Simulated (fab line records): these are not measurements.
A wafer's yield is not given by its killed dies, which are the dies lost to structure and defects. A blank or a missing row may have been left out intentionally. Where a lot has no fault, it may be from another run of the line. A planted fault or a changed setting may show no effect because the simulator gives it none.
Struck lot and sound lot, side by side | flow gf180mcu | 23 steps out of a route of 602
Sound: the wafers L427.1, L427.2, L427.3. Wafers L430.4, L430.5, L430.6 were the ones struck. The cause comes at the end.
For every step that has rows: the tool of each side, followed by ch and its chambers, followed by its first start. Under that, the readings that differ: sound wafers | struck wafers | difference of the means | sigmas: that difference in standard deviations of wafers without a fault.
alike: same words and numbers on both sides, and readings whose means sit less than 2 such deviations apart. not compared: any withheld reading, any reading some wafer has no value for, any bound like >300 that may hide the same value, and any number with overlapping values for which the record gives no deviation.
The two part at a step that has a row with sigmas, a row that says differs or no value, or rows on one side only. Numbers that have no deviation but don't overlap get no sigmas and don't part them. Lack of a reading on every wafer of one side parts them only where that side has two or more wafers.

first, 5 steps without rows for these wafers: GF_LVPWELL_COAT_02 (resist thk 3000 nm); GF_LVPWELL_SOFTBAKE_03; GF_LVPWELL_EXPOSE_04 (exposes mask LVPWELL, target cd 600 nm); GF_LVPWELL_PEB_05; GF_LVPWELL_DEVELOP_06 (develop time 60 s).
GF_LVPWELL_OVL_MEAS_07:
  sound: overlay-01 at day 4 02:01; struck: overlay-02 at day 4 22:29
  alike: LVPWELL_OVL
then, 2 steps without rows for these wafers: GF_LVPWELL_IMPLANT_08; GF_LVPWELL_IMPLANT_09.
GF_LVPWELL_STRIP_10: strips in O2/N2.
  sound on plasma-asher-03 ch 0,1, day 4 02:20; struck on plasma-asher-04 ch 0,1, day 4 22:50
  alike: drypump-motor-current-A, heater-power-w, oes-product-au, strip-time-to-endpoint-s
  not compared: rf-hours-counter-h
GF_LVPWELL_TW_MEAS_11:
  sound: film-metro-03 at day 4 02:26; struck: film-metro-03 at day 4 22:55
  alike: LVPWELL_TW
then, 2 steps without rows for these wafers: GF_MVSD_DEHYDRATE_00 (time 60 s); GF_MVSD_HMDS_01 (prime time 60 s).
GF_MVSD_COAT_02: resist thk 3000 nm.
  sound on litho-track-02 ch 0, day 4 08:36; struck on litho-track-01 ch 0, day 5 05:47
  reading                                | sound          | struck         | difference | sigmas
  model.coat_of_MVSD_COAT_02.thk-nm (nm) | 2992 3008 2994 | 1564 1564 1569 | -1432      |
  alike: chill-plate-temp-C
then, 3 steps without rows for these wafers: GF_MVSD_SOFTBAKE_03; GF_MVSD_EXPOSE_04 (exposes mask MVSD, target cd 1000 nm); GF_MVSD_PEB_05.
GF_MVSD_DEVELOP_06: develop time 60 s.
  sound on litho-track-04 ch 0; struck on litho-track-04 ch 0
  reading                                | sound          | struck         | difference | sigmas
  model.coat_of_MVSD_COAT_02.thk-nm (nm) | 2991 3007 2993 | 1563 1562 1568 | -1433      |
  alike: chill-plate-temp-C
GF_MVSD_OVL_MEAS_07:
  sound: overlay-01 at day 4 15:50; struck: overlay-01 at day 5 13:20
  alike: MVSD_OVL
then, 2 steps without rows for these wafers: GF_MVSD_IMPLANT_08; GF_MVSD_IMPLANT_09.
GF_MVSD_STRIP_10: strips in O2/N2.
  sound on plasma-asher-04 ch 0,1, day 4 16:10; struck on plasma-asher-02 ch 0,1, day 5 13:41
  reading                      | sound             | struck            | difference | sigmas
  strip-time-to-endpoint-s (s) | 36.85 37.04 36.87 | 20.23 20.22 20.29 | -16.67     | -99 or more
  alike: drypump-motor-current-A, heater-power-w, oes-product-au
  not compared: rf-hours-counter-h
GF_MVSD_TW_MEAS_11:
  sound: film-metro-03 at day 4 16:16; struck: film-metro-04 at day 5 13:47
  alike: MVSD_TW
-- the record jumps here: 25 days lie between the struck wafers' starts before and after (it left off in module MVSD and takes up again in module PASSIVATION, whose first step shown is number 602 of the route) --
GF_PASSIVATION_PROBE_99:
  sound: prober-01 at day 29 04:09; struck: prober-02 at day 30 11:12
  reading                             | sound             | struck            | difference | sigmas
  model.etest.ldnmos_10p0.r-on-ohm-um | 3746 3788 3708    | 3674 3653 3550    | -122       |
  model.etest.ldnmos_10p0.drive-ua-um | 524.7 522.2 529.6 | 541.8 539.9 542.2 | +15.8      |

== WHERE THEY PART ==
Only at GF_MVSD_STRIP_10, within this record. Later steps at which nothing parts them and some readings are alike: GF_MVSD_TW_MEAS_11.

WHY: whatever the simulator had introduced
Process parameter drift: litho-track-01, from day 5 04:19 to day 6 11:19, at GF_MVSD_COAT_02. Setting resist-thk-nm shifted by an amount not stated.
